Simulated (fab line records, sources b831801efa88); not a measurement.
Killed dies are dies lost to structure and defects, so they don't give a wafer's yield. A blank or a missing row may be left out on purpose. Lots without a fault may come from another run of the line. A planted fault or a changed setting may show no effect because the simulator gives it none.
A struck lot beside a sound one | flow sky130 | 35 steps out of a route of 708
Sound: wafers L504.2, L504.4, L504.5. Struck: wafers L499.3, L499.4, L499.5. The cause comes at the end.
At each step with rows: each side's tool, then ch and its chambers, then its first start. Under that, the readings that differ: sound wafers | struck wafers | difference of the means | sigmas: that difference in standard deviations of wafers without a fault.
alike: readings whose means differ by less than 2 such deviations, and words and numbers that are the same on both sides. not compared: withheld readings, readings that some wafer has no value for, bounds like >300 that may hide the same value, and numbers for which the record gives no deviation and whose values overlap.
The two part at a step that has a row with sigmas, a row that says differs or no value, or rows on one side only. Numbers that don't overlap but have no deviation are shown without sigmas and don't part them. A reading that every wafer of one side lacks parts them only if that side has two wafers or more.

first, 9 steps without rows for these wafers: SKY_METAL2_DEVELOP_14 (develop time 60 s); SKY_METAL2_DESCUM_17 (chemistry O2, time 8 s); SKY_METAL2_ETCH_18 (etches BARC in N2/H2, stops on SiO2, time 45.9 s, target depth 60 nm); SKY_METAL2_METAL_ETCH_19 (etches the open film in Cl2/BCl3, stops on SiO2, target depth 360 nm, time 78 s); SKY_METAL2_STRIP_20 (strips in O2/N2); SKY_METAL2_STRIP_21 (strips in post etch residue remover, time 1200 s); SKY_METAL2_CLEAN_22 (cleans in IPA, time 180 s); SKY_METAL2_CLEAN_23 (cleans in O3/DIW); SKY_VIA2_HDPCVD_00 (deposits SiO2, target thk 1180 nm, time 196.7 s).
SKY_VIA2_CMP_02: polishes SiO2.
  sound on cmp-02 ch 1,3, day 41 11:35; struck on cmp-01 ch 0,3, day 40 04:44
  reading                                  | sound           | struck            | difference | sigmas
  model.SiO2_of_VIA2_HDPCVD_00.thk_nm (nm) | 496.4 495 494.8 | 542.8 542.6 543.8 | +47.7      |
  alike: motor_current_A, slurry_filter_dp_kPa
then, 9 steps without rows for these wafers: SKY_VIA2_DEHYDRATE_04 (time 60 s); SKY_VIA2_HMDS_05 (prime time 60 s); SKY_VIA2_COAT_06 (resist thk 60 nm); SKY_VIA2_COAT_07 (resist thk 450 nm); SKY_VIA2_SOFTBAKE_08 (time 90 s); SKY_VIA2_EXPOSE_09 (exposes mask VIM2, target cd 200 nm); SKY_VIA2_PEB_10; SKY_VIA2_DEVELOP_11 (develop time 60 s); SKY_VIA2_ETCH_14 (etches BARC in N2/H2, stops on SiO2, time 45.9 s, target depth 60 nm).
SKY_VIA2_ETCH_15: etches SiO2 in C4F8/O2/Ar, stops on TiN, target depth 546 nm, time 84 s.
  sound on rie_diel-04 ch 0,1, day 42 11:43; struck on rie_diel-04 ch 1,2, day 41 05:47
  reading                          | sound             | struck            | difference | sigmas
  oes_product_au (a.u.)            | 0.938 0.940 0.939 | 0.984 0.982 0.986 | +0.045     | +10
  model.VIA2.feature_depth_nm (nm) | 496.4 495 494.8   | 541.2 542.6 543.8 | +47.1      |
  model.etch.depth_nm (nm)         | 496.4 495 494.8   | 541.2 542.6 543.8 | +47.1      |
  not compared: rf_hours_counter_h
then, 13 steps without rows for these wafers: SKY_VIA2_STRIP_16 (strips in O2/N2); SKY_VIA2_STRIP_17 (strips in post etch residue remover, time 1200 s); SKY_VIA2_CLEAN_18 (cleans in IPA, time 180 s); SKY_VIA2_CLEAN_19 (cleans in O3/DIW); SKY_VIA2_SPUTTER_20 (material TiN, target thk 20 nm, time 80 s); SKY_VIA2_CVD_21 (deposits W, target thk 420 nm, time 126.4 s); SKY_VIA2_CMP_24 (polishes, stops on SiO2, t overpolish 20 s, target thk 0 nm); SKY_METAL3_SPUTTER_00 (material Ti, target thk 15 nm, time 10 s); SKY_METAL3_SPUTTER_01 (material TiN, target thk 20 nm, time 16.7 s); SKY_METAL3_SPUTTER_02 (material AlCu, target thk 735 nm, time 39.1 s); SKY_METAL3_SPUTTER_03 (material Ti, target thk 5 nm, time 3.3 s); SKY_METAL3_SPUTTER_04 (material TiN, target thk 70 nm, time 58.3 s); SKY_CAPM_CVD_00 (deposits SiO2, target thk 15.5 nm).
-- the record jumps here: 2 days lie between the struck wafers' starts before and after (it left off in module CAPM and takes up again in module METAL3, whose first step shown is number 532 of the route) --
SKY_METAL3_METAL_ETCH_18: etches the open film in Cl2/BCl3, stops on SiO2, target depth 845 nm, time 183.1 s.
  sound on rie_metal-03 ch 0,1, day 44 11:30; struck on rie_metal-04 ch 0,1, day 43 06:52
  reading                                  | sound             | struck            | difference | sigmas
  model.SiO2_of_VIA2_HDPCVD_00.thk_nm (nm) | 466.7 465.2 464.9 | 512.9 513.2 514.1 | +47.8      |
  alike: drypump_motor_current_A, oes_product_au, throttle_valve_pct
  not compared: rf_hours_counter_h
-- the record jumps here: 6 days lie between the struck wafers' starts before and after (it left off in module METAL3 and takes up again in module PAD_OPEN, whose first step shown is number 708 of the route) --
SKY_PAD_OPEN_PROBE_99:
  sound on prober-02, day 50 12:14; struck on prober-01, day 49 16:10
  reading                                   | sound             | struck            | difference | sigmas
  model.etest.tip_n.rs_ohm_sq               | 439.6 442.9 441.1 | 387.6 387.7 386.7 | -53.9      |
  model.etest.nfet_01v8_lvt.drive_ua_um     | 543.9 543.4 549.2 | 619 624.8 619.9   | +76        |
  model.etest.nfet_01v8_turned.drive_ua_um  | 478.3 477.4 478.4 | 545.9 554.3 549.1 | +71.7      |
  model.etest.nfet_01v8.drive_ua_um         | 481.6 480.9 480.4 | 537.6 543.8 546.3 | +61.6      |
  model.etest.sram_nfet_pass.drive_ua_um    | 462.4 472.1 459.5 | 536 527.4 523.6   | +64        |
  model.etest.nfet_01v8_swapped.drive_ua_um | 476.8 483.1 480.6 | 533.6 545.7 540.3 | +59.7      |
  model.etest.nfet_01v8.r_on_ohm_um         | 861 861.5 850.5   | 806.7 799.5 800.4 | -55.5      |
  model.etest.res_ndiff.rs_ohm_sq           | 123.1 122.7 123   | 116.7 116.8 117.1 | -6.1       |
  alike: killed_at_M0_to_M3, killed_at_M4_up, killed_at_contacts, killed_at_front_end, killed_at_other, killed_dies, killed_open, killed_short

WHERE THEY PART
Only at SKY_VIA2_ETCH_15, within this record. Later steps at which nothing parts them and some readings are alike: SKY_METAL3_METAL_ETCH_18, SKY_PAD_OPEN_PROBE_99.

WHY: what the simulator had put in
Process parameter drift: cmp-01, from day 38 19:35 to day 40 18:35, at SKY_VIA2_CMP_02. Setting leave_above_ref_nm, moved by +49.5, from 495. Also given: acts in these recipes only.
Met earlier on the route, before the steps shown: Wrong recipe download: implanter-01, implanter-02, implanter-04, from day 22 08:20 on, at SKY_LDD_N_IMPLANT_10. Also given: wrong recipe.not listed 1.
